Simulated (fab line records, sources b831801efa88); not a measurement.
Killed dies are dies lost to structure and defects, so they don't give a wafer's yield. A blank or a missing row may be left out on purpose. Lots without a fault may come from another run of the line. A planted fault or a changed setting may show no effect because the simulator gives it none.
Which tool did it? | flow sky130 | 6 lots, 18 wafers sampled, at 2 steps of a route of 708

WHAT THE GAUGES READ, wafer by wafer
SKY_LDD_HVP_TW_MEAS_10.
lot  | measured     | on            | LDD_HVP_TW
L587 | day 21 23:10 | film_metro-02 | 460.6 458.5 460.7
L594 | day 25 00:40 | film_metro-03 | 480.4 481.3 478.6
L598 | day 26 18:33 | film_metro-02 | 452.7 454.8 454.6
L600 | day 27 11:31 | film_metro-01 | 457.0 456.9 457.2
L604 | day 28 01:27 | film_metro-01 | 458.4 460.6 461.5
L606 | day 28 22:24 | film_metro-03 | 458.8 462.0 460.0

WHICH TOOL RAN EACH LOT (tool, then ch and the chambers of the sampled wafers, then the start)
lot  | SKY_LDD_HVP_IMPLANT_08
L587 | implanter-04 ch 0, day 21 22:56
L594 | implanter-03 ch 0, day 25 00:25
L598 | implanter-02 ch 0, day 26 18:19
L600 | implanter-04 ch 0, day 27 11:17
L604 | implanter-02 ch 0, day 28 01:12
L606 | implanter-02 ch 0, day 28 22:09
- SKY_LDD_HVP_IMPLANT_08

THE ANSWER, worked out from the rows above alone
Rule: what is usual is taken from the lots themselves. Put in order of their means at a reading, lots are off if they are a third of the lots or fewer, leave a main group of 4 or more, and stand apart from it by a gap of 3 or more times the standard deviation of the main group's means; of several such gaps the widest counts. A main group whose means are all the same, to the digits that the tables above print for the reading, isn't used. A lot without any number at a reading at which 4 lots or more have one is off too. The other lots that the step has rows for count as sound.
Off: L594, at SKY_LDD_HVP_TW_MEAS_10 (LDD_HVP_TW). The main group: mean 458.3, standard deviation 2.4.
A tool fits if, at a process step before that reading, it ran every lot that is off, and no sound lot after the first of them. The gauges at SKY_LDD_HVP_TW_MEAS_10 are tried like those tools. One fits: implanter-03 at SKY_LDD_HVP_IMPLANT_08. It ran no sound lot before its first lot that is off in this sample, so the start can't be narrowed down.

WHAT THE SIMULATOR HAD PUT IN
Process parameter drift: implanter-03, from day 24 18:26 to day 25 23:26, at SKY_LDD_HVP_IMPLANT_08. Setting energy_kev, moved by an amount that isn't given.
Lots struck among those shown: L594. The rule above found the same.
